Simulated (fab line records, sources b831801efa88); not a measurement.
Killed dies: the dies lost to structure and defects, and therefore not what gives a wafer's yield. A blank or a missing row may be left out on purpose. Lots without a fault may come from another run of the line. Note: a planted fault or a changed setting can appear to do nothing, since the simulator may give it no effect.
fab line records -- flow sky130
[record] lots = 6, wafers = 18, last-day = 50
route steps=708 shown VIA2@524 METAL3@532 CAPM@537
lots untouched by any fault: they come from a run of this same line in which no faults occurred
start-h: hours from the record's first day to the start of the lot's first wafer shown -- wait-h: how many hours have passed since the lot's step before this one -- " repeats the value in the row above -- L1.1+2: one row covering several wafers at once -- - either no value or no given start -- * or withheld: withheld -- < > ~ a bound
route shown NAME@n: names a module that has steps shown in the file, with the first one's number in the route -- usual: mean/standard deviation of fault-free wafers -- same: alike in all rows -- chamber/n: place in a boat -- sites: per-site readings -- _std_site: how widely they spread, as a standard deviation -- _edge_site: inner sites' mean taken away from outer sites' mean -- radius-mm: how far each site lies from the wafer's centre -- mask NAME#n: copy n -- behind: the tool/chamber that last shaped the wafer -- hold: why the lot was held/for how many hours/how that ended -- device: names the non-switching transistor (n, p or np) -- end of line: the same wafers' tests at the end of the route -- a step without rows: its recipe alone -- killed: the dies lost at the first sort to structure and to defects; this is not the yield of the wafer -- map: a wafer's dies, marking killed ones x, the rest . and places with no die _
set.NAME: the run value of the setting; set.NAME@STEP: its run value at that earlier step -- model.NAME: the simulator's own value behind a step, which no gauge read
lots at some steps of the route; a table a step, a row a wafer
services: from which hour (start-h, from the record's first day; less than 0 if before it) a tool's chamber was out of use, for how many hours, and why
[[steps]]
[step SKY_VIA2_STRIP_17]
[recipe] chemistry = post-etch-residue-remover, time-s = 1200, temp-c = 72.5
[step SKY_VIA2_CLEAN_18]
[recipe] chemistry = IPA, time-s = 180, temp-c = 25
[step SKY_VIA2_CLEAN_19]
[recipe] chemistry = O3/DIW, dry = n2-spin
[step SKY_VIA2_SPUTTER_20]
[recipe] material = TiN, target-thk-nm = 20, chamber-pressure-pa = 5, power-w = 4000, time-s = 80
[step SKY_VIA2_CVD_21]
[recipe] material = W, target-thk-nm = 420, time-s = 126.4, temp-c = 400, pressure-torr = 40
[usual] heater-power-w = 879/56
lot.wafer,tool,chamber,start-h,wait-h,heater-power-w
L396.1,cvd-w-02,0,863.63,0.0,776
L396.2,cvd-w-02,1,863.63,0.0,875
L396.3,cvd-w-02,0,863.63,0.0,780
L406.2,cvd-w-01,0,947.70,0.0,875
L406.3,cvd-w-01,0,947.70,0.0,890
L406.6,cvd-w-01,1,947.70,0.0,902
L407.2,cvd-w-01,1,955.97,0.0,923
L407.3,cvd-w-01,0,955.97,0.0,897
L407.5,cvd-w-01,0,955.97,0.0,907
L409.4,cvd-w-01,1,967.84,0.1,905
L409.5,cvd-w-01,1,967.84,0.1,917
L409.6,cvd-w-01,0,967.84,0.1,907
L412.1,cvd-w-01,0,989.29,0.0,900
L412.3,cvd-w-01,1,989.29,0.0,910
L412.5,cvd-w-01,0,989.29,0.0,886
L418.3,cvd-w-01,0,1021.58,0.1,899
L418.4,cvd-w-01,1,1021.58,0.1,900
L418.5,cvd-w-01,0,1021.58,0.1,882
[step SKY_VIA2_RS_MEAS_22]
[recipe] thk-meas-gauge = four-point-probe, reads = W_of_VIA2_CVD_21+TiN_of_VIA2_SPUTTER_20
[usual] VIA2_W_RS = 0.273/0.0031
lot.wafer,tool,chamber,start-h,wait-h,VIA2_W_RS[ohm/sq]
L396.1,film-metro-04,-,863.76,0.1,0.275
L396.2,film-metro-04,-,863.76,0.1,0.274
L396.3,film-metro-04,-,863.76,0.1,0.278
L406.2,film-metro-03,-,947.85,0.1,0.275
L406.3,film-metro-03,-,947.85,0.1,0.274
L406.6,film-metro-03,-,947.85,0.1,0.276
L407.2,film-metro-01,-,956.12,0.1,0.271
L407.3,film-metro-01,-,956.12,0.1,0.269
L407.5,film-metro-01,-,956.12,0.1,0.270
L409.4,film-metro-04,-,967.98,0.1,0.277
L409.5,film-metro-04,-,967.98,0.1,0.273
L409.6,film-metro-04,-,967.98,0.1,0.273
L412.1,film-metro-01,-,989.42,0.1,0.269
L412.3,film-metro-01,-,989.42,0.1,0.272
L412.5,film-metro-01,-,989.42,0.1,0.269
L418.3,film-metro-01,-,1021.70,0.1,0.270
L418.4,film-metro-01,-,1021.70,0.1,0.272
L418.5,film-metro-01,-,1021.70,0.1,0.270
[step SKY_VIA2_THK_MEAS_23]
[recipe] thk-meas-gauge = xrf, reads = W_of_VIA2_CVD_21
[usual] VIA2_W_THK = 410/6.6
lot.wafer,tool,chamber,start-h,wait-h,VIA2_W_THK[nm]
L396.1,film-metro-04,-,863.88,0.1,399
L396.2,film-metro-04,-,863.88,0.1,402
L396.3,film-metro-04,-,863.88,0.1,392
L406.2,film-metro-03,-,947.96,0.1,412
L406.3,film-metro-03,-,947.96,0.1,413
L406.6,film-metro-03,-,947.96,0.1,412
L407.2,film-metro-01,-,956.23,0.1,413
L407.3,film-metro-01,-,956.23,0.1,420
L407.5,film-metro-01,-,956.23,0.1,412
L409.4,film-metro-04,-,968.07,0.1,401
L409.5,film-metro-04,-,968.07,0.1,409
L409.6,film-metro-04,-,968.07,0.1,407
L412.1,film-metro-01,-,989.54,0.1,420
L412.3,film-metro-01,-,989.54,0.1,413
L412.5,film-metro-01,-,989.54,0.1,416
L418.3,film-metro-01,-,1021.80,0.1,418
L418.4,film-metro-01,-,1021.80,0.1,417
L418.5,film-metro-01,-,1021.80,0.1,416
[step SKY_VIA2_CMP_24]
[recipe] stop-on = SiO2, t-overpolish-s = 20, down-force-psi = 3.5, platen-rpm = 60, target-thk-nm = 0, pad-velocity-m-s = 0.94248
[step SKY_METAL3_SPUTTER_00]
[recipe] material = Ti, target-thk-nm = 15, power-w = 3000, time-s = 10, chamber-pressure-pa = 0.4
[usual] cathode-dc-power-W = 3000.0/0.53, chamber-pressure-pa = 0.3999/0.0008, throttle-valve-pct = 30.6/1.3
lot.wafer,tool,chamber,start-h,wait-h,cathode-dc-power-W,chamber-pressure-pa,throttle-valve-pct
L396.1,pvd-sputter-03,-,864.24,0.1,3000.0,0.4006,28.9
L396.2,pvd-sputter-03,-,864.24,0.1,3000.1,0.4000,30.7
L396.3,pvd-sputter-03,-,864.24,0.1,3000.6,0.3978,29.8
L406.2,pvd-sputter-03,-,948.31,0.1,2999.1,0.4004,31.1
L406.3,pvd-sputter-03,-,948.31,0.1,3000.0,0.4007,30.7
L406.6,pvd-sputter-03,-,948.31,0.1,3000.0,0.4002,31.2
L407.2,pvd-sputter-02,-,956.58,0.2,3000.4,0.3999,33.5
L407.3,pvd-sputter-02,-,956.58,0.2,2999.3,0.4002,30.5
L407.5,pvd-sputter-02,-,956.58,0.2,3000.2,0.4010,33.4
L409.4,pvd-sputter-03,-,968.43,0.2,3000.2,0.3986,30.9
L409.5,pvd-sputter-03,-,968.43,0.2,3000.6,0.3998,30.8
L409.6,pvd-sputter-03,-,968.43,0.2,2999.7,0.4002,30.3
L412.1,pvd-sputter-03,-,989.90,0.1,2999.5,0.3992,31.1
L412.3,pvd-sputter-03,-,989.90,0.1,3000.7,0.4008,28.5
L412.5,pvd-sputter-03,-,989.90,0.1,2999.4,0.4014,30.7
L418.3,pvd-sputter-03,-,1022.14,0.1,3000.0,0.3991,28.8
L418.4,pvd-sputter-03,-,1022.14,0.1,3000.1,0.4011,30.5
L418.5,pvd-sputter-03,-,1022.14,0.1,2999.6,0.3992,28.7
[step SKY_METAL3_SPUTTER_01]
[recipe] material = TiN, target-thk-nm = 20, power-w = 6500, time-s = 16.7, chamber-pressure-pa = 0.4
[step SKY_METAL3_SPUTTER_02]
[recipe] material = AlCu, target-thk-nm = 735, power-w = 10600, time-s = 39.1, chamber-pressure-pa = 0.4
[step SKY_METAL3_SPUTTER_03]
[recipe] material = Ti, target-thk-nm = 5, power-w = 3000, time-s = 3.3, chamber-pressure-pa = 0.4
[step SKY_METAL3_SPUTTER_04]
[recipe] material = TiN, target-thk-nm = 70, power-w = 6500, time-s = 58.3, chamber-pressure-pa = 0.4
[usual] cathode-dc-power-W = 6499.9/1.1, chamber-pressure-pa = 0.4000/0.00075, throttle-valve-pct = 30.6/1.3
lot.wafer,tool,chamber,start-h,wait-h,cathode-dc-power-W,chamber-pressure-pa,throttle-valve-pct
L396.1,pvd-sputter-03,-,864.35,0.0,6500.4,0.4023,28.7
L396.2,pvd-sputter-03,-,864.35,0.0,6498.9,0.4017,31.1
L396.3,pvd-sputter-03,-,864.35,0.0,6501.1,0.3999,29.8
L406.2,pvd-sputter-03,-,948.41,0.0,-,-,-
L406.3,pvd-sputter-03,-,948.41,0.0,-,-,-
L406.6,pvd-sputter-03,-,948.41,0.0,-,-,-
L407.2,pvd-sputter-02,-,956.69,0.0,-,-,-
L407.3,pvd-sputter-02,-,956.69,0.0,-,-,-
L407.5,pvd-sputter-02,-,956.69,0.0,-,-,-
L409.4,pvd-sputter-03,-,968.53,0.0,6499.7,0.3998,30.8
L409.5,pvd-sputter-03,-,968.53,0.0,6500.3,0.3991,30.9
L409.6,pvd-sputter-03,-,968.53,0.0,6498.5,0.3997,30.4
L412.1,pvd-sputter-03,-,990.01,0.0,6501.3,0.3989,31.0
L412.3,pvd-sputter-03,-,990.01,0.0,6500.8,0.3995,28.7
L412.5,pvd-sputter-03,-,990.01,0.0,6499.1,0.3987,30.9
L418.3,pvd-sputter-03,-,1022.25,0.0,6500.1,0.3995,28.5
L418.4,pvd-sputter-03,-,1022.25,0.0,6501.2,0.3988,30.8
L418.5,pvd-sputter-03,-,1022.25,0.0,6500.5,0.4006,29.0
[step SKY_CAPM_CVD_00]
[recipe] material = SiO2, target-thk-nm = 15.5, temp-c = 400, time-s = withheld, rf-w = 450
[usual] heater-power-w = 799/94, rf-fwd-power-W = 441.7/2
lot.wafer,tool,chamber,start-h,wait-h,heater-power-w,rf-fwd-power-W
L396.1,pecvd-02,0,864.40,0.0,823,441.8
L396.2,pecvd-02,1,864.40,0.0,618,443.9
L396.3,pecvd-02,2,864.40,0.0,748,439.9
L406.2,pecvd-01,1,948.46,0.0,775,442.3
L406.3,pecvd-01,0,948.46,0.0,875,442.4
L406.6,pecvd-01,2,948.46,0.0,742,443.1
L407.2,pecvd-01,1,956.74,0.0,754,442.1
L407.3,pecvd-01,0,956.74,0.0,748,441.8
L407.5,pecvd-01,0,956.74,0.0,744,444.8
L409.4,pecvd-01,1,968.59,0.0,798,441.2
L409.5,pecvd-01,1,968.59,0.0,793,441.6
L409.6,pecvd-01,2,968.59,0.0,793,442.6
L412.1,pecvd-01,2,990.05,0.0,746,443.0
L412.3,pecvd-01,0,990.05,0.0,794,441.5
L412.5,pecvd-01,2,990.05,0.0,723,441.0
L418.3,pecvd-04,2,1022.31,0.0,915,444.1
L418.4,pecvd-04,0,1022.31,0.0,921,440.6
L418.5,pecvd-04,0,1022.31,0.0,938,440.1
[step SKY_CAPM_SPUTTER_02]
[recipe] material = TiN, target-thk-nm = 200, temp-c = 300, power-w = 6500, time-s = 166.7, chamber-pressure-pa = 0.4
[usual] cathode-dc-power-W = 6499.9/1.2, chamber-pressure-pa = 0.4000/0.00077, substrate-temp-c = 300.00/0.2, throttle-valve-pct = 30.1/0.66
lot.wafer,tool,chamber,start-h,wait-h,cathode-dc-power-W,chamber-pressure-pa,substrate-temp-c,throttle-valve-pct
L396.1,pvd-sputter-01,-,864.48,0.1,6500.1,0.3993,299.75,30.2
L396.2,pvd-sputter-01,-,864.48,0.1,6499.5,0.4005,300.45,31.2
L396.3,pvd-sputter-01,-,864.48,0.1,6500.4,0.3998,299.89,30.2
L406.2,pvd-sputter-04,-,948.54,0.0,6500.8,0.3985,299.81,29.0
L406.3,pvd-sputter-04,-,948.54,0.0,6498.4,0.3993,299.87,30.5
L406.6,pvd-sputter-04,-,948.54,0.0,6501.0,0.3994,299.82,30.1
L407.2,pvd-sputter-04,-,956.82,0.0,6499.8,0.4005,300.08,30.5
L407.3,pvd-sputter-04,-,956.82,0.0,6501.4,0.3994,300.34,30.5
L407.5,pvd-sputter-04,-,956.82,0.0,6498.4,0.3995,299.88,29.2
L409.4,pvd-sputter-01,-,968.68,0.0,6500.3,0.3992,299.96,30.7
L409.5,pvd-sputter-01,-,968.68,0.0,6500.1,0.4000,299.95,29.8
L409.6,pvd-sputter-01,-,968.68,0.0,6499.6,0.3998,299.96,30.5
L412.1,pvd-sputter-01,-,990.14,0.1,6500.1,0.4007,300.17,29.9
L412.3,pvd-sputter-01,-,990.14,0.1,6498.9,0.3995,300.01,30.7
L412.5,pvd-sputter-01,-,990.14,0.1,6500.8,0.3998,300.20,31.0
L418.3,pvd-sputter-01,-,1022.39,0.0,6499.7,0.4004,300.01,31.2
L418.4,pvd-sputter-01,-,1022.39,0.0,6503.0,0.3997,299.98,30.8
L418.5,pvd-sputter-01,-,1022.39,0.0,6501.2,0.4001,299.94,31.3
[step SKY_CAPM_DEHYDRATE_05]
[recipe] temp-c = 200, time-s = 60
[step SKY_CAPM_HMDS_06]
[recipe] prime-time-s = 60, prime-temp-c = 120
[step SKY_CAPM_COAT_07]
[recipe] resist = NOVOLAK, spin-rpm = 3000, resist-thk-nm = 1140
[step SKY_CAPM_SOFTBAKE_08]
[recipe] temp-c = 90, time-s = 60, resist = NOVOLAK
[step SKY_CAPM_EXPOSE_09]
[recipe] mask-id = CAPM, na = 0.6, source-shape = conventional, sigma-outer = 0.6, polarization = unpolarized, target-cd-nm = 1000, dose-mj = 159
[step SKY_CAPM_PEB_10]
[recipe] temp-c = withheld, time-s = *, resist = NOVOLAK
[step SKY_CAPM_DEVELOP_11]
[recipe] resist = NOVOLAK, developer = TMAH, develop-time-s = 60, dev-temp-c = 23
[step SKY_CAPM_OVL_MEAS_12]
[usual] CAPM_OVL = 0.0/1.4
lot.wafer,tool,chamber,start-h,wait-h,CAPM_OVL[nm]
L396.1,overlay-02,-,889.56,0.1,-2.4
L396.2,overlay-02,-,889.56,0.1,-1.7
L396.3,overlay-02,-,889.56,0.1,-0.1
L406.2,overlay-01,-,972.96,0.1,-3.1
L406.3,overlay-01,-,972.96,0.1,-1.1
L406.6,overlay-01,-,972.96,0.1,-2.0
L407.2,overlay-02,-,980.76,0.1,-3.0
L407.3,overlay-02,-,980.76,0.1,-0.7
L407.5,overlay-02,-,980.76,0.1,-2.2
L409.4,overlay-02,-,992.48,0.1,-2.0
L409.5,overlay-02,-,992.48,0.1,-0.8
L409.6,overlay-02,-,992.48,0.1,-0.8
L412.1,overlay-01,-,1013.41,0.1,-0.5
L412.3,overlay-01,-,1013.41,0.1,0.5
L412.5,overlay-01,-,1013.41,0.1,0.0
L418.3,overlay-02,-,1044.96,0.1,-0.6
L418.4,overlay-02,-,1044.96,0.1,-0.7
L418.5,overlay-02,-,1044.96,0.1,0.1
[step SKY_CAPM_METAL_ETCH_13]
[recipe] target-depth-nm = 220, stop-on = SiO2, chemistry = Cl2/BCl3, target = TiN, pressure-mtorr = 10, icp-w = 900, bias-w = 48.5, Cl2_flow_sccm = 60, bcl3-flow-sccm = 30, time-s = 62.9
[step SKY_CAPM_STRIP_14]
[recipe] chemistry = O2/N2, power-w = 1400, pressure-mtorr = 1500, platen-temp-c = withheld, o2-flow-sccm = 3000, n2-flow-sccm = 300, overash-fraction = 0.5
[step SKY_CAPM_STRIP_15]
[recipe] chemistry = post-etch-residue-remover, time-s = 1200, temp-c = 72.5
[step SKY_CAPM_CLEAN_16]
[recipe] chemistry = IPA, time-s = 180, temp-c = 25
[step SKY_CAPM_CLEAN_17]
[recipe] chemistry = O3/DIW, dry = n2-spin
[step SKY_METAL3_DEHYDRATE_05]
[recipe] temp-c = 200, time-s = 60
[step SKY_METAL3_HMDS_06]
[recipe] prime-time-s = 60, prime-temp-c = 120
[step SKY_METAL3_COAT_07]
[recipe] resist = BARC, temp-c = withheld, time-s = withheld, spin-rpm = 3000, resist-thk-nm = 60
[step SKY_METAL3_COAT_08]
[recipe] resist = KrF-thick, spin-rpm = 3000, resist-thk-nm = 1140
[step SKY_METAL3_SOFTBAKE_09]
[recipe] temp-c = 100, time-s = 90, resist = KrF-thick
[step SKY_METAL3_EXPOSE_10]
[recipe] mask-id = MM3, na = 0.68, source-shape = annular, sigma-inner = 0.4, sigma-outer = 0.8, target-cd-nm = 300, dose-mj = 28
[step SKY_METAL3_PEB_11]
[recipe] peb-temp-c = withheld, peb-time-s = withheld, resist = KrF-thick
[step SKY_METAL3_DEVELOP_12]
[recipe] develop-time-s = 60, resist = KrF-thick, dev-temp-c = 21
[step SKY_METAL3_CD_MEAS_13]
[recipe] target-cd-nm = 300
[usual] cd-nm = 299.7/1.5
lot.wafer,tool,chamber,start-h,wait-h,cd-nm
L396.1,cd-sem-02,-,915.93,-,299.7
L396.2,cd-sem-02,-,915.93,-,299.5
L396.3,cd-sem-02,-,915.93,-,299.8
L406.2,cd-sem-01,-,997.18,-,300.2
L406.3,cd-sem-01,-,997.18,-,299.0
L406.6,cd-sem-01,-,997.18,-,299.6
L407.2,cd-sem-01,-,1005.20,-,299.4
L407.3,cd-sem-01,-,1005.20,-,298.9
L407.5,cd-sem-01,-,1005.20,-,299.1
L409.4,cd-sem-02,-,1016.39,-,299.1
L409.5,cd-sem-02,-,1016.39,-,299.7
L409.6,cd-sem-02,-,1016.39,-,298.7
L412.1,cd-sem-02,-,1036.80,-,300.4
L412.3,cd-sem-02,-,1036.80,-,299.2
L412.5,cd-sem-02,-,1036.80,-,299.4
L418.3,cd-sem-01,-,1067.75,-,297.6
L418.4,cd-sem-01,-,1067.75,-,296.8
L418.5,cd-sem-01,-,1067.75,-,299.5
[step SKY_METAL3_OVL_MEAS_14]
[usual] METAL3_OVL = 0/6
lot.wafer,tool,chamber,start-h,wait-h,METAL3_OVL[nm]
L396.1,overlay-02,-,916.05,0.1,5
L396.2,overlay-02,-,916.05,0.1,2
L396.3,overlay-02,-,916.05,0.1,0
L406.2,overlay-02,-,997.28,0.1,0
L406.3,overlay-02,-,997.28,0.1,9
L406.6,overlay-02,-,997.28,0.1,-8
L407.2,overlay-01,-,1005.31,0.1,-1
L407.3,overlay-01,-,1005.31,0.1,-2
L407.5,overlay-01,-,1005.31,0.1,-7
L409.4,overlay-01,-,1016.47,0.1,-7
L409.5,overlay-01,-,1016.47,0.1,1
L409.6,overlay-01,-,1016.47,0.1,-10
L412.1,overlay-01,-,1036.92,0.1,-2
L412.3,overlay-01,-,1036.92,0.1,-4
L412.5,overlay-01,-,1036.92,0.1,-3
L418.3,overlay-02,-,1067.84,0.1,-6
L418.4,overlay-02,-,1067.84,0.1,-4
L418.5,overlay-02,-,1067.84,0.1,-8
[step SKY_METAL3_DESCUM_15]
[recipe] chemistry = O2, source-power-w = 150, bias-power-w = 0, pressure-mtorr = 10, temp-c = 40, time-s = 8
[usual] drypump-motor-current-A = 5.8/0.62, oes-product-au = 1.000/0.0068, rf-fwd-power-W = 147.1/0.9
lot.wafer,tool,chamber,start-h,wait-h,drypump-motor-current-A,oes-product-au,rf-fwd-power-W,rf-hours-counter-h
L396.1,rie-metal-02,0,916.09,0.0,4.7,0.997,147.8,15
L396.2,rie-metal-02,1,916.09,0.0,6.5,1.008,148.5,9
L396.3,rie-metal-02,1,916.09,0.0,6.5,1.008,147.9,-
L406.2,rie-metal-01,1,997.31,0.0,5.9,1.013,147.5,6
L406.3,rie-metal-01,1,997.31,0.0,5.8,1.000,146.6,-
L406.6,rie-metal-01,1,997.31,0.0,5.8,1.001,147.6,-
L407.2,rie-metal-04,1,1005.34,0.0,6.0,0.997,145.8,9
L407.3,rie-metal-04,0,1005.34,0.0,5.1,0.996,146.8,-
L407.5,rie-metal-04,1,1005.34,0.0,6.0,0.999,145.8,-
L409.4,rie-metal-02,0,1016.50,0.0,4.7,0.992,147.9,-
L409.5,rie-metal-02,0,1016.50,0.0,4.7,0.985,147.3,-
L409.6,rie-metal-02,1,1016.50,0.0,6.5,1.006,148.7,-
L412.1,rie-metal-04,1,1036.96,0.0,6.0,1.008,146.4,11
L412.3,rie-metal-04,0,1036.96,0.0,5.1,1.001,147.0,-
L412.5,rie-metal-04,0,1036.96,0.0,5.1,0.998,146.7,-
L418.3,rie-metal-02,1,1067.89,0.0,6.5,1.004,149.0,-
L418.4,rie-metal-02,1,1067.89,0.0,6.5,1.009,148.9,-
L418.5,rie-metal-02,1,1067.89,0.0,6.5,1.007,148.5,-
[step SKY_METAL3_METAL_ETCH_18]
[recipe] target-depth-a = 8450, stop-on = SiO2, over-etch-frac = 0.3, time-s = 183.1, chemistry = Cl2/BCl3, resist-sidewall-deg = 88, pressure-mtorr = 10, icp-w = 900, bias-w = 48.5, Cl2_flow_sccm = 60, bcl3-flow-sccm = 30
[usual] drypump-motor-current-A = 5.9/0.68, oes-product-au = 0.863/0.0064, rf-fwd-power-W = 897/3.2, throttle-valve-pct = 22.263/0.01
lot.wafer,tool,chamber,start-h,wait-h,drypump-motor-current-A,oes-product-au,rf-fwd-power-W,rf-hours-counter-h,throttle-valve-pct
L396.1,rie-metal-01,0,916.24,0.0,6.5,0.866,894,11,22.248
L396.2,rie-metal-01,1,916.24,0.0,5.8,0.856,904,1,22.262
L396.3,rie-metal-01,0,916.24,0.0,6.5,0.864,891,-,22.266
L406.2,rie-metal-04,1,997.46,0.0,6.0,0.831,901,8,22.270
L406.3,rie-metal-04,1,997.46,0.0,6.0,0.837,900,-,22.267
L406.6,rie-metal-04,0,997.46,0.0,5.1,0.818,899,-,22.273
L407.2,rie-metal-01,0,1005.49,0.0,6.5,0.834,898,16,22.250
L407.3,rie-metal-01,1,1005.49,0.0,5.8,0.833,901,-,22.256
L407.5,rie-metal-01,1,1005.49,0.0,5.8,0.831,905,-,22.247
L409.4,rie-metal-01,1,1016.70,0.1,5.8,0.860,904,-,22.289
L409.5,rie-metal-01,1,1016.70,0.1,5.8,0.849,899,-,22.268
L409.6,rie-metal-01,0,1016.70,0.1,6.4,0.858,896,-,22.259
L412.1,rie-metal-02,0,1037.11,0.0,4.7,0.861,893,21,22.233
L412.3,rie-metal-02,0,1037.11,0.0,4.7,0.867,898,-,22.259
L412.5,rie-metal-02,1,1037.11,0.0,6.5,0.861,890,-,22.283
L418.3,rie-metal-01,1,1068.20,0.1,5.8,0.858,892,-,22.263
L418.4,rie-metal-01,0,1068.20,0.1,6.5,0.864,897,-,22.259
L418.5,rie-metal-01,0,1068.20,0.1,6.4,0.855,899,-,22.262
[[services]]
tool,chamber,start-h,hours,kind
pecvd-01,2,853.49,14.7,repair
pecvd-01,-,853.52,28.1,pm
pvd-sputter-02,-,867.82,0.9,repair
cvd-w-01,1,871.40,3.7,repair
pecvd-04,1,895.71,3.1,repair
rie-metal-02,-,898.00,1.5,repair
cvd-w-01,0,898.67,4.3,repair
cvd-w-01,-,904.00,14.0,pm
pecvd-02,-,916.96,0.3,repair
cvd-w-01,1,922.73,13.2,repair
pecvd-01,-,933.69,14.6,pm
rie-metal-01,1,934.01,1.2,repair
cvd-w-01,-,949.52,6.0,pm
rie-metal-01,-,951.07,2.8,pm
pecvd-01,-,960.78,1.2,repair
pecvd-01,0,967.03,11.8,repair
rie-metal-02,-,978.15,2.8,pm
pvd-sputter-04,-,983.99,1.9,repair
rie-metal-02,-,994.34,14.6,pm
pvd-sputter-02,-,1001.31,36.9,repair
pecvd-01,-,1037.80,2.8,pm
rie-metal-01,1,1040.95,5.8,repair
pvd-sputter-04,-,1057.39,14.6,repair
pecvd-01,-,1058.07,0.6,repair
[[key]]
[first-sign] step = SKY_METAL3_SPUTTER_04, reading = tool-record, direction = missing
[effect] step = SKY_METAL3_METAL_ETCH_18, reading = oes-product-au, direction = down, sigmas = 5.1, usual = 0.863, struck = 0.831
met-at SKY_METAL3_SPUTTER_04
struck-wafers L406.2,L406.3,L406.6,L407.2,L407.3,L407.5
later-rows-left-out L406.2,L406.3,L406.6,L407.2,L407.3,L407.5
sort-left-out L406.2,L406.3,L406.6,L407.2,L407.3,L407.5
onset-between 864.35 948.41
[fault] kind = skipped-step-whole, tool = pvd-sputter-02,pvd-sputter-03, chamber = -, onset-h = 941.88, steps = SKY_METAL3_SPUTTER_04, scope = struck-lots-only
// sort-left-out: the simulated sort isn't trusted on such a fault, so these wafers' sort isn't shown, and their yield isn't known
// later-rows-left-out: the simulator's readings of these wafers behind a module that went badly wrong aren't trusted and aren't shown, but for the sort
